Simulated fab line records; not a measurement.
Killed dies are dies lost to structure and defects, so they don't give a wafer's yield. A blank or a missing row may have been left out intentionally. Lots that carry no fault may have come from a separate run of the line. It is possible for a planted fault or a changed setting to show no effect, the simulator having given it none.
Which tool did it? + flow sfqLine + 15 lots (43 wafers sampled), 1 step of a 325-step route

WHAT EACH GAUGE READ, for each wafer
Not one reading of a measure or inspect step in the record can be checked against a usual standard deviation.

WHICH TOOL RAN EACH LOT (tool, then ch and the chambers of the sampled wafers, then the start)
| lot  | SFQ_TRILAYER_I6_VIA_BARC_OPEN_VIA_ETCH_235 |
|------|--------------------------------------------|
| L943 | rieDiel-03 ch 0,3, day 63 09:10            |
| L944 | rieDiel-04 ch 0,2,3, day 63 16:22          |
| L945 | rieDiel-03 ch 0,1,2, day 63 18:52          |
| L946 | rieDiel-04 ch 0,3, day 64 01:58            |
| L948 | rieDiel-02 ch 1,2,3, day 65 06:46          |
| L949 | rieDiel-04 ch 0,3, day 65 15:10            |
| L950 | rieDiel-03 ch 0,1,3, day 65 17:34          |
| L956 | rieDiel-04 ch 1,3, day 67 11:07            |
| L957 | rieDiel-04 ch 1,3, day 67 17:07            |
| L958 | rieDiel-04 ch 0,3, day 67 21:56            |
| L961 | rieDiel-02 ch 0,2,3, day 68 15:17          |
| L962 | rieDiel-02 ch 2,3, day 69 06:53            |
| L963 | rieDiel-03 ch 0,2,3, day 69 09:17          |
| L964 | rieDiel-03 ch 0,2, day 69 16:29            |
| L965 | rieDiel-02 ch 0,1,3, day 69 17:43          |
- SFQ_TRILAYER_I6_VIA_BARC_OPEN_VIA_ETCH_235: etches BARC in O2, target depth 125 nm, time 41.7 s.

WHAT THE TOOLS THEMSELVES READ (means of the sampled wafers that have a number; where no wafer has one, the mark that the record gives instead)
SFQ_TRILAYER_I6_VIA_BARC_OPEN_VIA_ETCH_235.
| lot  | tool       | drypumpMotorCurrentA (A) | oesProductAu (a.u.) | runLengthS (s) |
|------|------------|--------------------------|---------------------|----------------|
| L943 | rieDiel-03 | 5.48                     | 0.686               | 70.5           |
| L944 | rieDiel-04 | 5.81                     | 0.683               | 69.3           |
| L945 | rieDiel-03 | 6.01                     | 0.684               | 70.0           |
| L946 | rieDiel-04 | 5.79                     | 0.684               | 69.7           |
| L948 | rieDiel-02 | 6.01                     | 0.688               | 70.3           |
| L949 | rieDiel-04 | 5.80                     | 0.685               | 69.5           |
| L950 | rieDiel-03 | 5.76                     | 0.693               | 70.4           |
| L956 | rieDiel-04 | 5.82                     | 0.634               | 79.0           |
| L957 | rieDiel-04 | 5.81                     | 0.640               | 79.1           |
| L958 | rieDiel-04 | 5.78                     | 0.654               | 76.0           |
| L961 | rieDiel-02 | 5.98                     | 0.688               | 70.1           |
| L962 | rieDiel-02 | 6.02                     | 0.682               | 70.4           |
| L963 | rieDiel-03 | 5.70                     | 0.687               | 70.1           |
| L964 | rieDiel-03 | 5.94                     | 0.685               | 70.0           |
| L965 | rieDiel-02 | 5.98                     | 0.682               | 70.0           |

THE ANSWER, worked out from the rows above alone
Rule: what is usual is taken from the lots themselves. The widest of any qualifying gaps counts: lots, ordered by their means at a reading, are off when they make up no more than a third of the lots, leave a main group of 4 or more, and stand apart from it by 3 or more times the standard deviation of that group's means. The tables above print the reading to a certain number of digits; a main group whose means all agree to those digits is not used. Also off: a lot with no number at a reading for which 4 or more lots have one. Any other lot the step has rows for is counted as sound. Order of review: gauges by route order, followed by the tools' own readings, for which a lot's mean as printed above is used. At the first step where some lot is off, the reading lying furthest off is the one used; lots without a number count as furthest.
Off, at SFQ_TRILAYER_I6_VIA_BARC_OPEN_VIA_ETCH_235 on runLengthS: L956, L957, L958. The main group has a mean of 70.0 s with a standard deviation of 0.35.
A tool fits if, at that step or a process step before it, it ran every lot that is off, and no sound lot after the first of them. One fits: rieDiel-04 at SFQ_TRILAYER_I6_VIA_BARC_OPEN_VIA_ETCH_235. A fault onset in the window from L949 (day 65 15:10, its last sound lot) to L956 (day 67 11:07, its first lot off) fits.
The tool's own readings at SFQ_TRILAYER_I6_VIA_BARC_OPEN_VIA_ETCH_235 bear it out: on the lots that are off they differ by more than 5 times the standard deviation of the sound lots' means. oesProductAu reads 0.643 a.u. there against 0.686 a.u. on the sound lots; runLengthS reads 78.0 s there against 70.0 s on the sound lots.

WHAT THE SIMULATOR HAD PUT IN
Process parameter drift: rieDiel-04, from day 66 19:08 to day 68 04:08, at SFQ_TRILAYER_I6_VIA_BARC_OPEN_VIA_ETCH_235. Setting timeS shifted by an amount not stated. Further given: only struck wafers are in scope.
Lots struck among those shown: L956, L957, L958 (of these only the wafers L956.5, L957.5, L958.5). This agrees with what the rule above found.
